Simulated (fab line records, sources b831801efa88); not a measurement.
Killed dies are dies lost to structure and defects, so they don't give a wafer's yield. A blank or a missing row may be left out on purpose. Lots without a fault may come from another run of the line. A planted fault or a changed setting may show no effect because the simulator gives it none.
Which tool did it? | flow gf180mcu | 12 lots, 36 wafers sampled, at 1 step of a route of 602

WHAT THE GAUGES READ, wafer by wafer
GF_M1_OVL_MEAS_15.
lot  | measured     | on         | M1_OVL (nm)
L075 | day 16 23:25 | overlay-01 | 4 -4 -4
L077 | day 18 02:22 | overlay-02 | -4 2 1
L079 | day 18 16:37 | overlay-01 | -3 -2 -2
L081 | day 19 14:07 | overlay-02 | 9 3 -1
L083 | day 20 05:04 | overlay-01 | 0 5 6
L085 | day 20 21:31 | overlay-01 | 5 11 5
L087 | day 21 22:59 | overlay-01 | -4 -3 -6
L089 | day 22 22:56 | overlay-02 | -3 5 -6
L091 | day 23 15:05 | overlay-02 | 0 -3 2
L093 | day 24 07:19 | overlay-02 | -8 -1 -3
L095 | day 24 21:25 | overlay-02 | 3 10 7
L097 | day 25 10:49 | overlay-02 | 1 -5 -1

WHICH TOOL RAN EACH LOT (tool, then ch and the chambers of the sampled wafers, then the start)
The record holds no process step before these readings.

THE ANSWER, worked out from the rows above alone
Rule: what is usual is taken from the lots themselves. Put in order of their means at a reading, lots are off if they are a third of the lots or fewer, leave a main group of 4 or more, and stand apart from it by a gap of 3 or more times the standard deviation of the main group's means; of several such gaps the widest counts. A main group whose means are all the same, to the digits that the tables above print for the reading, isn't used. A lot without any number at a reading at which 4 lots or more have one is off too. The other lots that the step has rows for count as sound.
No lot is off at any reading shown: from this, nothing can be told.

WHAT THE SIMULATOR HAD PUT IN
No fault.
